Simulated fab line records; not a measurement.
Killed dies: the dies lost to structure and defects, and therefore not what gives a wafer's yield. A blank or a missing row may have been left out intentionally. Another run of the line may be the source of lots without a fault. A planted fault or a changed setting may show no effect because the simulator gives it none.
fab line records | flow gf180mcu
[record] lots = 5 wafers = 23
route steps=602 shown M1@331 V1@348 M2@363 V2@393 M3@413
start_h: the number of hours between the record's first day and the start of the first shown wafer of the lot | wait_h: hours elapsed since this lot's preceding step | " unchanged from the row above | L1.1+2: one row covering several wafers at once | - either no value or no given start | * or withheld: withheld | < > ~ a bound
route shown NAME@n: a module of which the file shows steps, and the number in the route of the first | usual: mean/standard deviation taken from wafers without a fault | same: alike in all rows | chamber/n: place in a boat | sites: readings site by site | _std_site: how widely they spread, as a standard deviation | _edge_site: outer sites' mean less inner sites' | radius_mm: how far each site lies from the wafer's centre | mask NAME#n: copy n | behind: the most recent tool/chamber to have shaped the wafer | hold: what put the lot on hold/how long, in hours/how the hold closed | device: whichever transistor did not switch (one of n, p or np) | end of line: at the end of the route, the tests of the same wafers | a step given without rows: its recipe and nothing more | killed: at the first sort, the dies lost to defects and structure; wafer yield is something else | map: dies across one wafer; x = killed, . = not, _ = none there
set.NAME: the run value of the setting; set.NAME@STEP: its run value at that earlier step | model.NAME: the simulator's own value behind a step, which no gauge read
lots where settings were altered on purpose, with a table for each step and a row for each wafer
[[steps]]
[step GF_M1_METAL_ETCH_16]
[recipe] chemistry = Cl2/BCl3 mask_material = KrF target_depth_nm = 627.5 stop_on = SiO2 pressure_mtorr = 8 icp_w = 800 bias_w = 140 Cl2_flow_sccm = 80 bcl3_flow_sccm = 40 time_s = 104.6
[usual] oes_product_au = 0.974/0.0055
// columns lot.wafer tool chamber start_h wait_h set.time_s oes_product_au model.M1.feature_depth_nm model.KrF_of_M1_COAT_09.thk_nm
L075.2 rie_metal-02 1 394.71 0.0 104.6 0.971 608 725.7
L075.3 " 0 " " 104.6 0.981 604.3 727
L075.4 " 1 " " 104.6 0.983 605.1 722.8
L077.1 rie_metal-03 1 413.09 0.0 116.1 0.962 - -
L077.2 " 0 " " 104.6 0.970 - -
L077.3 " 1 " " 116.1 0.945 599.1 705.7
L077.4 " 0 " " 104.6 0.972 - -
L077.6 " 0 " " 104.6 0.968 607.1 735
L080.2 rie_metal-01 0 443.29 0.0 92.93 1.010 - -
L080.3 " 0 " " 92.93 1.010 - -
L080.4 " 1 " " 92.93 1.004 559.4 758.8
L080.5 " 1 " " 104.6 0.968 603.7 732
L080.6 " 0 " " 104.6 0.974 - -
L081.1 rie_metal-03 0 449.94 0.0 94.08 1.005 558.7 765.3
L081.2 " 1 " " 104.6 0.976 - -
L081.3 " 1 " " 94.08 0.991 - -
L081.5 " 0 " " 94.08 0.997 - -
L081.6 " 1 " " 104.6 0.974 606.3 731.2
L082.2 rie_metal-03 0 454.69 0.0 115 0.965 604.1 710.5
L082.3 " 0 " " 104.6 0.978 603.6 733.2
L082.4 " 1 " " 104.6 0.974 606 728.9
L082.5 " 1 " " 115 0.962 601.7 703
L082.6 " 0 " " 115 0.961 602 710.4
[step GF_M1_STRIP_17]
[recipe] chemistry = O2/N2 power_w = 1400 pressure_mtorr = 1500 platen_temp_c = 250 o2_flow_sccm = 3000 n2_flow_sccm = 300 overash_fraction = 0.5
[usual] strip_time_to_endpoint_s = 7.85/0.041
// columns lot.wafer tool chamber start_h wait_h set.time_s@M1_METAL_ETCH_16 strip_time_to_endpoint_s
L075.2 plasma_asher-02 1 394.82 0.1 104.6 7.79
L075.3 " 0 " " 104.6 7.79
L075.4 " 1 " " 104.6 7.75
L077.1 plasma_asher-01 0 413.20 0.1 116.1 7.57
L077.2 " 1 " " 104.6 7.90
L077.3 " 1 " " 116.1 7.60
L077.4 " 0 " " 104.6 7.89
L077.6 " 0 " " 104.6 7.88
L080.2 plasma_asher-01 1 443.41 0.1 92.93 8.10
L080.3 " 1 " " 92.93 8.08
L080.4 " 0 " " 92.93 8.10
L080.5 " 0 " " 104.6 7.85
L080.6 " 1 " " 104.6 7.84
L081.1 plasma_asher-02 0 450.06 0.1 94.08 8.17
L081.2 " 1 " " 104.6 7.83
L081.3 " 1 " " 94.08 8.13
L081.5 " 0 " " 94.08 8.13
L081.6 " 1 " " 104.6 7.84
L082.2 plasma_asher-01 1 454.80 0.1 115 7.65
L082.3 " 1 " " 104.6 7.88
L082.4 " 0 " " 104.6 7.82
L082.5 " 1 " " 115 7.56
L082.6 " 0 " " 115 7.63
[step GF_V1_DEVELOP_13]
[recipe] develop_time_s = 60 resist = KrF dev_temp_c = 21
// columns lot.wafer tool chamber start_h wait_h set.develop_time_s
L075.2+3+4 litho_track-01 0 419.16 0.2 60
L077.1+4+6 litho_track-01 0 438.44 0.2 55.75
L077.2+3 " 0 " " 60
L080.2+5+6 litho_track-04 0 468.84 0.2 54.31
L080.3+4 " 0 " " 60
L081.1+2+3+5+6 litho_track-01 0 475.74 0.2 60
L082.2+4 litho_track-01 0 479.46 0.2 65.44
L082.3+5+6 " 0 " " 60
[step GF_M2_SPUTTER_01]
[recipe] material = TiN target_thk_nm = 30 power_w = 6500 time_s = 25 chamber_pressure_pa = 0.4
// columns lot.wafer tool chamber start_h wait_h set.time_s model.TiN_of_M2_SPUTTER_01.thk_nm
L075.2 pvd_sputter-03 - 420.99 0.1 25 30.07
L075.3 " - " " 25 30.08
L075.4 " - " " 25 30.3
L077.1 pvd_sputter-04 - 440.20 0.1 25 29.51
L077.2 " - " " 25 29.43
L077.3 " - " " 25 29.7
L077.4 " - " " 25 29.49
L077.6 " - " " 25 29.76
L080.2 pvd_sputter-01 - 470.58 0.1 25 30.45
L080.3 " - " " 25 30.64
L080.4 " - " " 25 30.51
L080.5 " - " " 25 30.5
L080.6 " - " " 25 30.59
L081.1 pvd_sputter-01 - 477.50 0.1 25 30.37
L081.2 " - " " 25 30.62
L081.3 " - " " 25 29.95
L081.5 " - " " 23.89 29.33
L081.6 " - " " 23.89 29.03
L082.2 pvd_sputter-01 - 481.20 0.1 25 30.16
L082.3 " - " " 21.41 25.75
L082.4 " - " " 25 30.44
L082.5 " - " " 25 30.41
L082.6 " - " " 21.41 26.16
[step GF_M2_SPUTTER_04]
[recipe] material = TiN target_thk_nm = 50 power_w = 6500 time_s = 41.7 chamber_pressure_pa = 0.4
// columns lot.wafer tool chamber start_h wait_h set.time_s model.TiN_of_M2_SPUTTER_04.thk_nm
L075.2 pvd_sputter-03 - 421.07 0.0 41.7 50.26
L075.3 " - " " 41.7 50.49
L075.4 " - " " 41.7 50.1
L077.1 pvd_sputter-04 - 440.28 0.0 41.7 50.79
L077.2 " - " " 41.7 50.36
L077.3 " - " " 41.7 50.46
L077.4 " - " " 41.7 50.04
L077.6 " - " " 41.7 50.56
L080.2 pvd_sputter-01 - 470.66 0.0 41.7 50
L080.3 " - " " 43.53 52.79
L080.4 " - " " 43.53 52.46
L080.5 " - " " 41.7 50.51
L080.6 " - " " 43.53 52.45
L081.1 pvd_sputter-01 - 477.58 0.0 41.7 50.05
L081.2 " - " " 45.69 54.91
L081.3 " - " " 45.69 54.79
L081.5 " - " " 41.7 50.27
L081.6 " - " " 45.69 55.58
L082.2 pvd_sputter-01 - 481.28 0.0 41.7 50.67
L082.3 " - " " 41.7 50.3
L082.4 " - " " 41.7 50.54
L082.5 " - " " 41.7 50.76
L082.6 " - " " 41.7 51.03
[step GF_M2_METAL_ETCH_16]
[recipe] chemistry = Cl2/BCl3 mask_material = KrF target_depth_nm = 627.5 stop_on = SiO2 pressure_mtorr = 8 icp_w = 800 bias_w = 140 Cl2_flow_sccm = 80 bcl3_flow_sccm = 40 time_s = 104.6
// columns lot.wafer tool chamber start_h wait_h set.icp_w model.KrF_of_M2_COAT_09.thk_nm
L075.2 rie_metal-03 0 445.49 0.1 800 735.1
L075.3 " 0 " " 800 731.6
L075.4 " 0 " " 800 727.8
L077.1 rie_metal-02 1 464.63 0.0 800 734.6
L077.2 " 0 " " 800 738.2
L077.3 " 0 " " 800 738.6
L077.4 " 1 " " 771.9 742.6
L077.6 " 1 " " 771.9 746.2
L080.2 rie_metal-02 1 494.16 0.0 800 733.3
L080.3 " 0 " " 800 735.4
L080.4 " 1 " " 887 708.8
L080.5 " 1 " " 800 733.9
L080.6 " 0 " " 887 708.9
L081.1 rie_metal-02 1 501.23 0.0 712.8 754.6
L081.2 " 0 " " 712.8 -
L081.3+6 " 1 " " 800 -
L081.5 " 0 " " 712.8 759.9
L082.2 rie_metal-02 0 504.99 0.0 774.6 738.4
L082.3 " 1 " " 774.6 -
L082.4 " 0 " " 774.6 743.4
L082.5 " 0 " " 800 733.5
L082.6 " 1 " " 800 -
[step GF_M2_STRIP_17]
[recipe] chemistry = O2/N2 power_w = 1400 pressure_mtorr = 1500 platen_temp_c = 250 o2_flow_sccm = 3000 n2_flow_sccm = 300 overash_fraction = 0.5
[usual] oes_product_au = 0.559/0.0042 strip_time_to_endpoint_s = 7.878/0.028
// columns lot.wafer tool chamber start_h wait_h set.icp_w@M2_METAL_ETCH_16 oes_product_au strip_time_to_endpoint_s
L075.2 plasma_asher-04 0 445.68 0.1 800 0.563 7.875
L075.3 " 1 " " 800 0.561 7.832
L075.4 " 0 " " 800 0.558 7.799
L077.1 plasma_asher-03 1 464.74 0.1 800 0.558 7.873
L077.2 " 0 " " 800 0.564 7.905
L077.3 " 1 " " 800 0.559 7.904
L077.4 " 0 " " 771.9 0.559 7.931
L077.6 " 0 " " 771.9 0.564 7.979
L080.2 plasma_asher-04 0 494.27 0.1 800 0.563 7.866
L080.3 " 1 " " 800 0.562 7.874
L080.4 " 0 " " 887 0.551 7.618
L080.5 " 1 " " 800 0.564 7.862
L080.6 " 0 " " 887 0.548 7.619
L081.1 plasma_asher-02 0 501.34 0.1 712.8 0.571 8.081
L081.2 " 1 " " 712.8 0.570 8.123
L081.3 " 1 " " 800 0.549 7.854
L081.5 " 0 " " 712.8 0.569 8.112
L081.6 " 1 " " 800 0.550 7.861
L082.2 plasma_asher-03 1 505.11 0.1 774.6 0.563 7.910
L082.3 " 1 " " 774.6 0.553 7.880
L082.4 " 0 " " 774.6 0.552 7.976
L082.5 " 0 " " 800 0.555 7.867
L082.6 " 1 " " 800 0.559 7.840
[step GF_V2_EXPOSE_11]
[recipe] mask_id = Via2 target_cd_nm = 260 na = 0.68 source_shape = conventional sigma_outer = 0.6 dose_mj = 38
// columns lot.wafer tool chamber start_h wait_h mask set.dose_mj
L075.2+3+4 krf_scanner-01 0 - - Via2#0 38
L077.1+2+4 krf_scanner-02 0 - - Via2#0 38
L077.3+6 " 0 " " Via2#0 39.76
L080.2+3+4 krf_scanner-02 0 - - Via2#0 39.29
L080.5+6 " 0 " " Via2#0 38
L081.1+5+6 krf_scanner-02 0 - - Via2#0 38
L081.2+3 " 0 " " Via2#0 36.38
L082.2+5+6 krf_scanner-02 0 - - Via2#0 38
L082.3+4 " 0 " " Via2#0 35.44
[step GF_V2_PEB_12]
[recipe] peb_temp_c = 135 peb_time_s = 90 resist = KrF
[step GF_V2_DEVELOP_13]
[recipe] develop_time_s = 60 resist = KrF dev_temp_c = 21
[step GF_V2_CD_MEAS_14]
[recipe] target_cd_nm = 260
[usual] cd_nm = 260.2/1.4
// columns lot.wafer tool chamber start_h wait_h set.dose_mj@V2_EXPOSE_11 cd_nm
L075.2 cd_sem-02 - 471.14 0.1 38 260.8
L075.3 " - " " 38 260.4
L075.4 " - " " 38 261.0
L077.1 cd_sem-01 - 490.18 0.1 38 260.8
L077.2 " - " " 38 259.9
L077.3 " - " " 39.76 267.7
L077.4 " - " " 38 260.0
L077.6 " - " " 39.76 267.0
L080.2 cd_sem-01 - 519.02 0.1 39.29 266.9
L080.3 " - " " 39.29 266.4
L080.4 " - " " 39.29 266.8
L080.5 " - " " 38 262.1
L080.6 " - " " 38 261.6
L081.1 cd_sem-02 - 525.50 0.1 38 258.4
L081.2 " - " " 36.38 251.8
L081.3 " - " " 36.38 251.9
L081.5 " - " " 38 257.9
L081.6 " - " " 38 259.1
L082.2 cd_sem-02 - 529.39 0.1 38 259.5
L082.3 " - " " 35.44 247.8
L082.4 " - " " 35.44 248.8
L082.5 " - " " 38 259.3
L082.6 " - " " 38 260.3
[step GF_V2_ETCH_16]
[recipe] chemistry = N2/H2 target_depth_a = withheld overetch_a = withheld time_s = withheld target = BARC ion_energy_ev = 200 source_w = 500 bias_w = 100 pressure_mtorr = 30 n2_flow_sccm = 100 h2_flow_sccm = 200
// columns lot.wafer tool chamber start_h wait_h set.dose_mj@V2_EXPOSE_11 model.V2.cd_nm
L075.2+3 rie_diel-02 2,3 471.28 0.0 38 259.8
L075.4 " 0 " " 38 260.2
L077.1 rie_diel-02 3 490.34 0.0 38 260.7
L077.2 " 0 " " 38 259.6
L077.3 " 2 " " 39.76 267.4
L077.4 " 1 " " 38 259.7
L077.6 " 0 " " 39.76 266.4
L080.2+4 rie_diel-02 3,0 519.16 0.0 39.29 267
L080.3 " 1 " " 39.29 266.5
L080.5 " 1 " " 38 262.6
L080.6 " 0 " " 38 261.6
L081.1 rie_diel-01 1 525.66 0.0 38 257.8
L081.2 " 0 " " 36.38 251.9
L081.3 " 3 " " 36.38 251.8
L081.5 " 2 " " 38 257.7
L081.6 " 1 " " 38 258.1
L082.2 rie_diel-01 0 529.52 0.0 38 259.4
L082.3 " 3 " " 35.44 247.3
L082.4 " 2 " " 35.44 248.7
L082.5 " 0 " " 38 259.5
L082.6 " 3 " " 38 259.6
[step GF_V2_SPUTTER_21]
[recipe] material = Ti target_thk_nm = 15 chamber_pressure_pa = 5 power_w = 2500 substrate_temp_c = 200 time_s = 80.02
// columns lot.wafer tool chamber start_h wait_h set.time_s model.Ti_of_V2_SPUTTER_21.thk_nm
L075.2 pvd_sputter-02 - 471.94 0.0 80.02 15.05
L075.3 " - " " 80.02 15.04
L075.4 " - " " 80.02 14.92
L077.1 pvd_sputter-03 - 491.01 0.0 80.02 14.79
L077.2 " - " " 80.02 15.05
L077.3 " - " " 80.02 14.8
L077.4 " - " " 80.02 15.09
L077.6 " - " " 80.02 14.98
L080.2+4 pvd_sputter-01 - 519.83 0.0 80.02 15.15
L080.3 " - " " 90.85 17.26
L080.5 " - " " 90.85 17.13
L080.6 " - " " 90.85 16.97
L081.1 pvd_sputter-02 - 526.32 0.0 80.02 15.2
L081.2 " - " " 80.02 15.11
L081.3 " - " " 80.02 15.15
L081.5 " - " " 74.17 14.15
L081.6 " - " " 74.17 14.03
L082.2 pvd_sputter-02 - 530.19 0.0 80.02 15.26
L082.3 " - " " 80.02 15.11
L082.4+5 " - " " 80.02 15.17
L082.6 " - " " 80.02 15.24
[step GF_V2_CVD_23]
[recipe] material = W target_thk_nm = 350 time_s = 104.94 temp_c = 400 pressure_torr = 40
// columns lot.wafer tool chamber start_h wait_h set.temp_c set.develop_time_s@V1_DEVELOP_13 model.W_of_V2_CVD_23.thk_nm
L075.2 cvd_w-02 0 472.04 0.0 400 60 344.1
L075.3 " 0 " " 400 60 345.7
L075.4 " 1 " " 400 60 343.5
L077.1 cvd_w-01 1 491.11 0.0 400 55.75 344.5
L077.2 " 0 " " 400 60 348.7
L077.3 " 0 " " 400 60 347.2
L077.4 " 1 " " 400 55.75 347.5
L077.6 " 0 " " 400 55.75 349.6
L080.2 cvd_w-01 1 519.93 0.0 400 54.31 347.7
L080.3 " 0 " " 400 60 343.5
L080.4 " 1 " " 400 60 352.5
L080.5 " 1 " " 400 54.31 349.1
L080.6 " 0 " " 400 54.31 350.3
L081.1 cvd_w-02 0 526.42 0.0 400 60 348.1
L081.2 " 1 " " 400 60 349.8
L081.3 " 0 " " 400 60 345.8
L081.5 " 0 " " 400 60 347.6
L081.6 " 1 " " 400 60 344.7
L082.2 cvd_w-02 0 530.29 0.0 400 65.44 342.4
L082.3 " 0 " " 407.6 60 396.6
L082.4 " 1 " " 400 65.44 343.7
L082.5+6 " 0,1 " " 407.6 60 393.3
[step GF_M3_SPUTTER_04]
[recipe] material = TiN target_thk_nm = 50 power_w = 6500 time_s = 41.7 chamber_pressure_pa = 0.4
// columns lot.wafer tool chamber start_h wait_h set.power_w model.TiN_of_M3_SPUTTER_04.thk_nm
L075.2 pvd_sputter-02 - 473.09 0.0 6500 50.1
L075.3 " - " " 6500 50.68
L075.4 " - " " 6500 50.9
L077.1 pvd_sputter-02 - 491.88 0.0 6500 50.58
L077.2 " - " " 6500 50.22
L077.3 " - " " 6500 49.45
L077.4 " - " " 6500 50.38
L077.6 " - " " 6500 50.48
L080.2 pvd_sputter-04 - 520.72 0.0 6500 49.58
L080.3 " - " " 6500 50
L080.4+5 " - " " 6500 49.71
L080.6 " - " " 6500 49.74
L081.1 pvd_sputter-01 - 527.19 0.0 6778 51.93
L081.2 " - " " 6500 49.45
L081.3 " - " " 6778 52.07
L081.5 " - " " 6500 49.62
L081.6 " - " " 6778 51.87
L082.2 pvd_sputter-04 - 531.06 0.0 7076 55.22
L082.3 " - " " 7076 55.45
L082.4 " - " " 6500 51
L082.5 " - " " 7076 55.62
L082.6 " - " " 6500 51.05
[step GF_M3_METAL_ETCH_16]
[recipe] chemistry = Cl2/BCl3 mask_material = KrF target_depth_nm = 627.5 stop_on = SiO2 pressure_mtorr = 8 icp_w = 800 bias_w = 140 Cl2_flow_sccm = 80 bcl3_flow_sccm = 40 time_s = 104.6
[usual] oes_product_au = 0.972/0.005
// columns lot.wafer tool chamber start_h wait_h set.time_s oes_product_au model.M3.feature_depth_nm model.KrF_of_M3_COAT_09.thk_nm
L075.2 rie_metal-04 0 497.29 0.0 104.6 0.977 598.3 739.4
L075.3 " 0 " " 104.6 0.971 599 737.8
L075.4 " 1 " " 104.6 0.968 601.4 738.7
L077.1 rie_metal-03 1 515.26 0.0 104.6 0.970 597.8 741
L077.2 " 0 " " 104.6 0.965 598.9 743.8
L077.3 " 0 " " 97.5 0.995 580.7 758.6
L077.4 " 1 " " 97.5 0.992 577 757.8
L077.6 " 1 " " 104.6 0.969 597.2 741.5
L080.2 rie_metal-04 0 543.79 0.0 104.6 0.981 604 736.6
L080.3 " 1 " " 104.6 0.969 608.7 739.9
L080.4 " 0 " " 104.6 0.970 601.3 737.9
L080.5 " 1 " " 104.6 0.975 604 738.1
L080.6 " 0 " " 104.6 0.973 602.4 735.5
L081.1 rie_metal-04 0 550.49 0.0 92.91 0.999 554.8 761
L081.2 " 0 " " 92.91 1.004 555.9 762.3
L081.3 " 0 " " 104.6 0.970 603.2 732.4
L081.5 " 0 " " 104.6 0.968 599.3 731.2
L081.6 " 0 " " 92.91 1.008 553.8 762.7
L082.2 rie_metal-03 0 553.74 0.0 104.6 0.978 - -
L082.3 " 1 " " 100.6 0.995 - -
L082.4 " 0 " " 104.6 0.985 605.9 727.3
L082.5 " 1 " " 100.6 0.997 - -
L082.6 " 0 " " 104.6 0.979 605.2 727.2
[step GF_M3_STRIP_17]
[recipe] chemistry = O2/N2 power_w = 1400 pressure_mtorr = 1500 platen_temp_c = 250 o2_flow_sccm = 3000 n2_flow_sccm = 300 overash_fraction = 0.5
[usual] strip_time_to_endpoint_s = 7.89/0.037
// columns lot.wafer tool chamber start_h wait_h set.time_s@M3_METAL_ETCH_16 strip_time_to_endpoint_s
L075.2 plasma_asher-04 1 497.40 0.1 104.6 7.92
L075.3 " 1 " " 104.6 7.91
L075.4 " 0 " " 104.6 7.93
L077.1 plasma_asher-04 0 515.37 0.1 104.6 7.93
L077.2 " 1 " " 104.6 7.95
L077.3 " 1 " " 97.5 8.10
L077.4 " 0 " " 97.5 8.11
L077.6 " 0 " " 104.6 7.92
L080.2 plasma_asher-01 0 543.90 0.1 104.6 7.88
L080.3 " 0 " " 104.6 7.93
L080.4 " 1 " " 104.6 7.91
L080.5 " 1 " " 104.6 7.90
L080.6 " 0 " " 104.6 7.88
L081.1 plasma_asher-04 1 550.72 0.2 92.91 8.12
L081.2 " 0 " " 92.91 8.14
L081.3 " 0 " " 104.6 7.86
L081.5 " 0 " " 104.6 7.84
L081.6 " 1 " " 92.91 8.15
L082.2 plasma_asher-01 0 553.85 0.1 104.6 7.80
L082.3 " 1 " " 100.6 7.93
L082.4 " 0 " " 104.6 7.80
L082.5 " 0 " " 100.6 7.91
L082.6 " 1 " " 104.6 7.79
[[key]]
[split] step = GF_M1_METAL_ETCH_16 setting = time_s stated = 104.6 by = wafer
[response] step = GF_M1_METAL_ETCH_16 reading = oes_product_au change = -0.00213 per = 1% r = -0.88
[response] step = GF_M1_METAL_ETCH_16 reading = model.M1.feature_depth_nm shape = bent at_lowest = 559.4 at_stated = 605.5 at_highest = 599.1
[response] step = GF_M1_METAL_ETCH_16 reading = model.KrF_of_M1_COAT_09.thk_nm change = -2.59 per = 1% r = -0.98
[response] step = GF_M1_STRIP_17 reading = strip_time_to_endpoint_s change = * per = 1% r = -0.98
[split] step = GF_V1_DEVELOP_13 setting = develop_time_s stated = 60 by = wafer
[response] step = GF_V2_CVD_23 reading = model.W_of_V2_CVD_23.thk_nm shape = bent at_lowest = 349 at_stated = 356.3 at_highest = 343.1
[split] step = GF_M2_SPUTTER_01 setting = time_s stated = 25 by = wafer
[response] step = GF_M2_SPUTTER_01 reading = model.TiN_of_M2_SPUTTER_01.thk_nm change = +0.3 per = 1% r = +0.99
[split] step = GF_M2_SPUTTER_04 setting = time_s stated = 41.7 by = wafer
[response] step = GF_M2_SPUTTER_04 reading = model.TiN_of_M2_SPUTTER_04.thk_nm change = +0.517 per = 1% r = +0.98
[split] step = GF_M2_METAL_ETCH_16 setting = icp_w stated = 800 by = wafer
[response] step = GF_M2_METAL_ETCH_16 reading = model.KrF_of_M2_COAT_09.thk_nm change = -2.31 per = 1% r = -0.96
[response] step = GF_M2_STRIP_17 reading = oes_product_au change = -0.00144 per = 1% r = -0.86
[response] step = GF_M2_STRIP_17 reading = strip_time_to_endpoint_s change = * per = 1% r = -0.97
[split] step = GF_V2_EXPOSE_11 setting = dose_mj stated = 38 by = wafer
[response] step = GF_V2_CD_MEAS_14 reading = cd_nm change = +1.6 per = 1% r = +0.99
[response] step = GF_V2_ETCH_16 reading = model.V2.cd_nm change = +1.57 per = 1% r = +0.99
[split] step = GF_V2_SPUTTER_21 setting = time_s stated = 80.02 by = wafer
[response] step = GF_V2_SPUTTER_21 reading = model.Ti_of_V2_SPUTTER_21.thk_nm change = +0.146 per = 1% r = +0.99
[split] step = GF_V2_CVD_23 setting = temp_c stated = 400 by = wafer
response none clear
[split] step = GF_M3_SPUTTER_04 setting = power_w stated = 6500 by = wafer
[response] step = GF_M3_SPUTTER_04 reading = model.TiN_of_M3_SPUTTER_04.thk_nm change = +0.51 per = 1% r = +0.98
[split] step = GF_M3_METAL_ETCH_16 setting = time_s stated = 104.6 by = wafer
[response] step = GF_M3_METAL_ETCH_16 reading = oes_product_au change = -0.00333 per = 1% r = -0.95
[response] step = GF_M3_METAL_ETCH_16 reading = model.M3.feature_depth_nm change = +3.79 per = 1% r = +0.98
[response] step = GF_M3_METAL_ETCH_16 reading = model.KrF_of_M3_COAT_09.thk_nm change = -2.61 per = 1% r = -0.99
[response] step = GF_M3_STRIP_17 reading = strip_time_to_endpoint_s change = * per = 1% r = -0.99
